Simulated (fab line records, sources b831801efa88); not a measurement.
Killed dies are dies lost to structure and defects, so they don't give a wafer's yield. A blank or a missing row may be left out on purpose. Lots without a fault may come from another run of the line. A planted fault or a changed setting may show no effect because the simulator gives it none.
Which tool did it? | flow gf180mcu | 12 lots, 36 wafers sampled, at 5 steps of a route of 602

WHAT THE GAUGES READ, wafer by wafer
GF_V5_THK_MEAS_03.
lot  | measured     | on            | V5_CVD_02_THK (nm)
L075 | day 26 12:26 | film_metro-01 | 1464 1450 1430
L077 | day 27 07:34 | film_metro-03 | 1431 1437 1419
L079 | day 28 06:47 | film_metro-03 | 1441 1410 1438
L081 | day 28 13:25 | film_metro-01 | 1430 1420 1450
L083 | day 29 03:43 | film_metro-03 | 1475 1475 1451
L085 | day 29 16:33 | film_metro-03 | 1450 1426 1469
L087 | day 30 14:08 | film_metro-03 | 1478 1471 1478
L089 | day 30 21:02 | film_metro-03 | 1429 1475 1452
L091 | day 31 11:24 | film_metro-03 | 1456 1451 1427
L093 | day 32 02:50 | film_metro-01 | 1433 1447 1498
L095 | day 32 11:11 | film_metro-01 | 1456 1440 1440
L096 | day 33 00:58 | film_metro-02 | 1445 1471 1467

WHICH TOOL RAN EACH LOT (tool, then ch and the chambers of the sampled wafers, then the start)
lot  | GF_MIM_SPUTTER_00            | GF_MIM_SPUTTER_03            | GF_MIM_CVD_05                   | GF_MIM_STRIP_20
L075 | pvd_sputter-03, day 24 15:04 | pvd_sputter-03, day 24 15:13 | pecvd-01 ch 0,1,2, day 24 15:17 | plasma_asher-01 ch 0,1, day 25 13:37
L077 | pvd_sputter-03, day 25 12:26 | pvd_sputter-03, day 25 12:35 | pecvd-02 ch 0,1,2, day 25 12:40 | plasma_asher-01 ch 0,1, day 26 09:30
L079 | pvd_sputter-02, day 26 12:10 | pvd_sputter-02, day 26 12:19 | pecvd-03 ch 0,1, day 26 12:23   | plasma_asher-01 ch 0,1, day 27 09:16
L081 | pvd_sputter-02, day 26 20:26 | pvd_sputter-02, day 26 20:36 | pecvd-02 ch 0,2, day 26 20:40   | plasma_asher-03 ch 0,1, day 27 16:40
L083 | pvd_sputter-02, day 27 10:22 | pvd_sputter-02, day 27 10:31 | pecvd-01 ch 0,1,2, day 27 10:35 | plasma_asher-01 ch 0,1, day 28 06:29
L085 | pvd_sputter-04, day 28 00:30 | pvd_sputter-04, day 28 00:40 | pecvd-03 ch 1,2, day 28 00:43   | plasma_asher-03 ch 1, day 28 20:12
L087 | pvd_sputter-04, day 28 22:04 | pvd_sputter-04, day 28 22:14 | pecvd-03 ch 0,1,2, day 28 22:17 | plasma_asher-03 ch 0,1, day 29 18:24
L089 | pvd_sputter-04, day 29 06:54 | pvd_sputter-04, day 29 07:04 | pecvd-02 ch 0,1,2, day 29 07:07 | plasma_asher-01 ch 0,1, day 30 01:18
L091 | pvd_sputter-04, day 29 21:00 | pvd_sputter-04, day 29 21:10 | pecvd-02 ch 0,1,2, day 29 21:13 | plasma_asher-04 ch 0,1, day 30 15:34
L093 | pvd_sputter-03, day 30 14:34 | pvd_sputter-03, day 30 14:43 | pecvd-01 ch 0,1,2, day 30 14:47 | plasma_asher-01 ch 0,1, day 31 08:28
L095 | pvd_sputter-03, day 30 23:09 | pvd_sputter-03, day 30 23:19 | pecvd-03 ch 0,1,2, day 30 23:22 | plasma_asher-01 ch 0,1, day 31 17:16
L096 | pvd_sputter-02, day 31 13:42 | pvd_sputter-02, day 31 13:52 | pecvd-02 ch 0,1,2, day 31 13:55 | plasma_asher-04 ch 1, day 32 07:06
- GF_MIM_SPUTTER_00: material Ti, target thk 37.5 nm, time 150 s.
- GF_MIM_SPUTTER_03: material Ti, target thk 10 nm, time 6.7 s.
- GF_MIM_CVD_05: deposits Si3N4, target thk 42 nm, time 29.086 s.
- GF_MIM_STRIP_20: strips in O2/N2.

THE ANSWER, worked out from the rows above alone
Rule: what is usual is taken from the lots themselves. Put in order of their means at a reading, lots are off if they are a third of the lots or fewer, leave a main group of 4 or more, and stand apart from it by a gap of 3 or more times the standard deviation of the main group's means; of several such gaps the widest counts. A main group whose means are all the same, to the digits that the tables above print for the reading, isn't used. A lot without any number at a reading at which 4 lots or more have one is off too. The other lots that the step has rows for count as sound.
No lot is off at any reading shown: from this, nothing can be told.

WHAT THE SIMULATOR HAD PUT IN
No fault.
